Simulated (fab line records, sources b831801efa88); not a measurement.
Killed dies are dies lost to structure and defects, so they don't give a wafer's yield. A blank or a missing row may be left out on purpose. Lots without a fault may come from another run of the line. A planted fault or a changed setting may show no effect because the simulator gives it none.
Problem report in the 8D (eight disciplines) form, filled by code | flow sky130 | the parts of the form that need people (team, actions taken, sign-off) are left out

1. THE PROBLEM
killed_at_other at SKY_PAD_OPEN_PROBE_99 reads a mean of 69.3 on 3 wafers of 1 lot; wafers without a fault read 0.5 with a standard deviation of 0.68. That is +99 or more standard deviations from the usual mean.
First seen on wafer L954.1, day 50 05:14, on prober-02. The record holds 12 wafers of 4 lots with a number at this step. Rule for "out", or "out of limits": more than 4 standard deviations from the usual mean. The other wafers with a number count as sound.

2. WHAT IT IS AND WHAT IT IS NOT
question                    | is                                                                                                                         | is not
which readings at this step | killed_at_other, defect_limited_yield, killed_dies, sort_bin_3_pad_short, sort_bin_5_function, sort_n_pass, sort_yield_pct | killed_at_M0_to_M3, killed_at_M4_up, killed_at_contacts, killed_at_front_end, killed_short, sort_bin_6_memory
which lots                  | L954                                                                                                                       | L944, L945, L946
which wafers of those lots  | all that have a number                                                                                                     | -
read on which tools         | prober-02                                                                                                                  | prober-01
when                        | from day 50 05:14                                                                                                          | up to then (9 sound wafers)

3. SUSPECTS, AND WHAT RULES EACH OUT
Counting: a tool at a process step up to the reading stays a suspect if it ran every lot that is out and no sound lot after the first of them.
- wet_bench-03 at SKY_CAPM_CLEAN_16 (cleans in IPA, time 180 s): kept. It ran the lot that is out, L954 (day 42 23:16), and no sound lot after that; its last sound lot up to then is L944 (day 39 19:31).
- pvd_sputter-04 at SKY_METAL5_SPUTTER_02 (material AlCu, target thk 1150 nm, time 61.2 s): kept. It ran the lot that is out, L954 (day 47 18:59), and no sound lot after that; its last sound lot up to then is L946 (day 45 13:37).
- pecvd-01 at SKY_PASSIVATION_CVD_02 (deposits Si3N4, target thk 540 nm): kept. It ran the lot that is out, L954 (day 48 15:22), and no sound lot after that.
- prober-02 at SKY_PAD_OPEN_PROBE_99: kept. It ran the lot that is out, L954 (day 50 05:14), and no sound lot after that; its last sound lot up to then is L945 (day 47 21:19). Its own readings are out on those wafers: defect_limited_yield, killed_at_other, killed_dies, sort_bin_3_pad_short, sort_bin_5_function, sort_n_pass, sort_yield_pct.
Left after counting: wet_bench-03 at SKY_CAPM_CLEAN_16, pvd_sputter-04 at SKY_METAL5_SPUTTER_02, pecvd-01 at SKY_PASSIVATION_CVD_02, prober-02 at SKY_PAD_OPEN_PROBE_99.

4. THE CAUSE (what the simulator had put in)
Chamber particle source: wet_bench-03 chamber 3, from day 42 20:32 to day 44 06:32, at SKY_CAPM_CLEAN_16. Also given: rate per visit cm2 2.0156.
Counting left 4 suspects, and this tool is among them.

5. THE CHAIN OF EFFECTS, in route order
Each row: a reading whose mean over the struck wafers that have a number lies more than 3 standard deviations from the usual. Only readings for which the record gives a usual standard deviation are gone through. hours: the time from each lot's start at the first step in this table that gives one to its start at this step, as a median over the lots. sigmas: the change in usual standard deviations.
hours | step                  | reading              | usual  | on struck wafers | change | sigmas
0     | SKY_PAD_OPEN_PROBE_99 | defect_limited_yield | 82.1 % | 69.7             | -12.4  | -6.5
0     | SKY_PAD_OPEN_PROBE_99 | killed_at_other      | 0.5    | 69.3             | +68.8  | +99 or more
0     | SKY_PAD_OPEN_PROBE_99 | killed_dies          | 88     | 149              | +61    | +6.5
0     | SKY_PAD_OPEN_PROBE_99 | sort_bin_3_pad_short | 0.9 %  | 5.0              | +4.1   | +11
0     | SKY_PAD_OPEN_PROBE_99 | sort_bin_5_function  | 10.5 % | 18.0             | +7.5   | +5.3
0     | SKY_PAD_OPEN_PROBE_99 | sort_n_pass          | 404    | 343              | -61    | -6.5
0     | SKY_PAD_OPEN_PROBE_99 | sort_yield_pct       | 82.1 % | 69.7             | -12.4  | -6.5
The process steps in it:
- SKY_PAD_OPEN_PROBE_99

6. WHAT WOULD HAVE CAUGHT IT SOONER
In this record the first reading out of limits was taken at day 50 05:14, 177 hours after the fault began at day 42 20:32.
Of the tool readings at SKY_CAPM_CLEAN_16 for which the record gives a usual standard deviation, none was out on any struck wafer, so an alarm limit of 4 standard deviations on them would not have fired.
All the lots that are out (1) had begun SKY_CAPM_CLEAN_16 on wet_bench-03 by day 50 05:14. A hold on the tool at that time would have spared none of them.
